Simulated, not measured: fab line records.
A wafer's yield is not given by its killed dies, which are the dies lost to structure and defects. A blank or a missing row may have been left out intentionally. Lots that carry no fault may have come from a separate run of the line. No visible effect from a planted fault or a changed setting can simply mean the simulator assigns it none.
A single fault, viewed from 2 desks || flow sky130 || every desk sees just its own numbers, and what lay behind them comes last

== FOR THE TOOL OWNER'S DESK: rie_diel-01 ==
The tool's own readings at SKY_VIA1_ETCH_15 (etches SiO2 in C4F8/O2/Ar, stops on TiN, target depth 351 nm, time 54 s): means of the sampled wafers that have a number, for each lot that ran on this tool. The brackets show how far a lot's mean lies from the usual mean; more than 4 standard deviations puts the lot out of limits, marked OUT.
Columns: A = bias_w at SKY_VIA1_ETCH_15, usual 1200 W; B = oes_product_au at SKY_VIA1_ETCH_15, usual 0.982 a.u.
{"lot": "L761", "first seen here": "day 35 14:57", "A": 1197, "B": 0.977}
{"lot": "L768", "first seen here": "day 37 14:38", "A": 1201, "B": 0.988}
{"lot": "L772", "first seen here": "day 38 22:00", "A": 1200, "B": "0.831 (-25) OUT"}
Finding of this desk: L772 out of limits; the first was L772 at day 38 22:00, on oes_product_au at SKY_VIA1_ETCH_15. L761, L768 stayed within limits.

== METROLOGY DESK ==
What the gauges read, lot by lot, whatever tool the lot ran on: means of the sampled wafers that have a number. The brackets show how far a lot's mean lies from the usual mean; more than 4 standard deviations puts the lot out of limits, marked OUT.
Columns: A = LOCAL_INTERCONNECT_OVL at SKY_LOCAL_INTERCONNECT_OVL_MEAS_12, usual 3 nm; B = cd_nm at SKY_VIA1_CD_MEAS_12, usual 150.4 nm
{"lot": "L758", "first seen here": "day 31 02:32", "A": -3, "B": 148.8}
{"lot": "L759", "first seen here": "day 32 00:41", "A": 2, "B": 150.7}
{"lot": "L761", "first seen here": "day 32 02:05", "A": 5, "B": 150.2}
{"lot": "L763", "first seen here": "day 32 14:23", "A": -1, "B": 151.0}
{"lot": "L764", "first seen here": "day 32 17:56", "A": -0, "B": 151.5}
{"lot": "L765", "first seen here": "day 33 04:50", "A": 3, "B": 150.9}
{"lot": "L766", "first seen here": "day 33 14:59", "A": 4, "B": 150.4}
{"lot": "L768", "first seen here": "day 34 02:47", "A": -4, "B": 151.2}
{"lot": "L772", "first seen here": "day 35 12:01", "A": 3, "B": 149.9}
{"lot": "L777", "first seen here": "day 36 18:16", "A": 1, "B": 149.6}
{"lot": "L778", "first seen here": "day 36 20:09", "A": 12, "B": 150.3}
{"lot": "L780", "first seen here": "day 37 03:24", "A": -5, "B": 148.7}
{"lot": "L781", "first seen here": "day 37 10:14", "A": 12, "B": 149.3}
This desk found nothing out of limits on any of the 13 lots.

== BROUGHT TOGETHER ==
At day 38 22:00, on L772, the tool owner's desk was in a position to raise an alarm.
The metrology desk saw nothing out of limits.
The metrology desk holds a record of L772, inside its limits.
The lots listed all ran SKY_VIA1_ETCH_15 on rie_diel-01.

== WHAT WAS PUT IN BY THE SIMULATOR ==
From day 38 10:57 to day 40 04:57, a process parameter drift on rie_diel-01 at SKY_VIA1_ETCH_15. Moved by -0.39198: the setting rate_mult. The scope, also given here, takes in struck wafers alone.
Struck lots among those shown: L772.
Each desk's first reading out of limits, in hours after the fault started: the tool owner's desk, 11.
